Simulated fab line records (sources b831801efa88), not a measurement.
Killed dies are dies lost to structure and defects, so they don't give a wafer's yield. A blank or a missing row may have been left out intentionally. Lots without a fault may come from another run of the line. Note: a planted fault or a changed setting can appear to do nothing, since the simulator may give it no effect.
A lot that was struck, set against a sound lot ; flow sky130 ; 35 out of 708 route steps
Sound: the wafers L760.3, L760.4, L760.6. Struck: wafers L779.2, L779.3, L779.5. The cause comes at the end.
Each step with rows lists, per side, the tool, then ch with its chambers, then its first start. Under that, the readings that differ: sound wafers ; struck wafers ; difference of the means ; sigmas: that difference in standard deviations of wafers without a fault.
alike: same words and numbers on both sides, and readings whose means sit less than 2 such deviations apart. not compared: any withheld reading, any reading some wafer has no value for, any bound like >300 that may hide the same value, and any number with overlapping values for which the record gives no deviation.
The two part at a step that has a row with sigmas, a row that says differs or no value, or rows on one side only. Non-overlapping numbers with no deviation appear without sigmas and do not part them. Lack of a reading on every wafer of one side parts them only where that side has two or more wafers.

SKY_SD_P_CD_MEAS_07: target cd 380 nm.
  sound: cd-sem-02 at day 26 12:55; struck: cd-sem-02 at day 32 21:28
  alike: cd-nm
SKY_SD_P_OVL_MEAS_08:
  sound: overlay-01 at day 26 13:01; struck: overlay-01 at day 32 21:34
  alike: SD_P_OVL
after that, 1 step had no rows for these wafers: SKY_SD_P_IMPLANT_09.
SKY_SD_P_STRIP_10: strips in O2/N2.
  sound on plasma-asher-01 ch 0,1, day 26 13:13; struck on plasma-asher-03 ch 0,1, day 32 21:45
  alike: drypump-motor-current-A, o2-flow-sccm, oes-product-au, strip-time-to-endpoint-s
  not compared: rf-hours-counter-h
SKY_SD_P_TW_MEAS_11:
  sound: film-metro-01 at day 26 13:18; struck: film-metro-02 at day 32 21:52
  alike: SD_P_TW
then, 7 steps without rows for these wafers: SKY_RES_XHIGH_DEHYDRATE_00 (time 60 s); SKY_RES_XHIGH_HMDS_01 (prime time 60 s); SKY_RES_XHIGH_COAT_02 (resist thk 1140 nm); SKY_RES_XHIGH_SOFTBAKE_03 (time 60 s); SKY_RES_XHIGH_EXPOSE_04 (exposes mask URPM, target cd 1270 nm); SKY_RES_XHIGH_PEB_05; SKY_RES_XHIGH_DEVELOP_06 (develop time 60 s).
SKY_RES_XHIGH_IMPLANT_07:
  sound on implanter-02 ch 0, day 27 18:26; struck on implanter-01 ch 0, day 34 00:17
reading;sound;struck;difference;sigmas
beam-on-s (s);40.3 39.5 39.9;35.7 37.9 35.9;-3.4;-4
dose-ions-cm2;3.602e+14 3.602e+14 3.602e+14;3.3e+14 3.298e+14 3.3e+14;-3.0e+13;-82
SKY_RES_XHIGH_STRIP_08: strips in O2/N2.
  sound on plasma-asher-02 ch 0,1, day 27 18:34; struck on plasma-asher-02 ch 0, day 34 00:24
  alike: drypump-motor-current-A, o2-flow-sccm, oes-product-au, strip-time-to-endpoint-s
  not compared: rf-hours-counter-h
SKY_RES_XHIGH_TW_MEAS_09:
  sound: film-metro-02 at day 27 18:40; struck: film-metro-03 at day 34 00:31
reading;sound;struck;difference;sigmas
RES_XHIGH_TW;1615 1614 1627;1595 1585 1590;-29;-3
then, 7 steps without rows for these wafers: SKY_SD_N_DEHYDRATE_00 (time 60 s); SKY_SD_N_HMDS_01 (prime time 60 s); SKY_SD_N_COAT_02 (resist thk 1140 nm); SKY_SD_N_SOFTBAKE_03 (time 60 s); SKY_SD_N_EXPOSE_04 (exposes mask NSDM, target cd 380 nm); SKY_SD_N_PEB_05; SKY_SD_N_DEVELOP_06 (develop time 60 s).
SKY_SD_N_CD_MEAS_07: target cd 380 nm.
  sound: cd-sem-01 at day 28 22:40; struck: cd-sem-01 at day 35 02:10
  alike: cd-nm
SKY_SD_N_OVL_MEAS_08:
  sound: overlay-01 at day 28 22:46; struck: overlay-02 at day 35 02:16
  alike: SD_N_OVL
then, 2 steps without rows for these wafers: SKY_SD_N_IMPLANT_09; SKY_SD_N_IMPLANT_10.
SKY_SD_N_STRIP_11: strips in O2/N2.
  sound on plasma-asher-04 ch 0,1, day 28 23:07; struck on plasma-asher-03 ch 0,1, day 35 02:36
  alike: drypump-motor-current-A, o2-flow-sccm, oes-product-au, strip-time-to-endpoint-s
  not compared: rf-hours-counter-h
SKY_SD_N_TW_MEAS_12:
  sound: film-metro-02 at day 28 23:12; struck: film-metro-01 at day 35 02:43
  alike: SD_N_TW
then, 1 step without rows for these wafers: SKY_SD_N_CLEAN_13 (cleans in SC1/SC2, time 150 s).
SKY_SD_N_RTA_14: time 2 s.
  sound on rtp-anneal-01 ch 0, day 28 23:19; struck on rtp-anneal-02 ch 0, day 35 02:49
  alike: lamp-power-pct, wafer_temp_C_max
SKY_SD_N_RS_MEAS_16: measurement is done with a four-point probe.
  sound: film-metro-01 at day 28 23:31; struck: film-metro-02 at day 35 03:00
  alike: SD_N_RS
SKY_SD_N_RS_MEAS_17: measurement is done with a four-point probe.
  sound: film-metro-01 at day 28 23:38; struck: film-metro-02 at day 35 03:07
  alike: SD_P_RS
SKY_SD_N_RS_MEAS_18: measurement is done with a four-point probe.
  sound: film-metro-01 at day 28 23:45; struck: film-metro-02 at day 35 03:14
reading;sound;struck;difference;sigmas
RES_XHIGH_RS (ohm/sq);332.7 333.5 331.1;356.4 355.2 359.2;+24.5;+20
then, 1 step without rows for these wafers: SKY_SALICIDE_CLEAN_00 (cleans in HF-last, time 30 s).
-- the record jumps here: 16 days lie between the struck wafers' starts before and after (it left off in module SALICIDE and takes up again in module PAD_OPEN, whose first step shown is number 708 of the route) --
SKY_PAD_OPEN_PROBE_99:
  sound: prober-02 at day 46 13:46; struck: prober-01 at day 50 19:12
reading;sound;struck;difference;sigmas
model.etest.res-xhigh-po.line-ohm-um;5462 5782 5529;6778 6895 6838;+1246;
model.etest.res-xhigh-po.rs-ohm-sq;1911 2024 1954;2383 2430 2411;+445;
  alike: killed_at_M0_to_M3, killed_at_M4_up, killed-at-contacts, killed-at-front-end, killed-at-other, killed-dies, killed-open, killed-short

WHERE THEY PART
Earliest at SKY_RES_XHIGH_IMPLANT_07; latest, in this record, at SKY_SD_N_RS_MEAS_18. Later steps at which nothing parts them and some readings are alike: SKY_PAD_OPEN_PROBE_99.

WHY: what the simulator had put in
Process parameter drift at SKY_RES_XHIGH_IMPLANT_07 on implanter-01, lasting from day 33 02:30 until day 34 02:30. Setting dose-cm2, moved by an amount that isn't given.
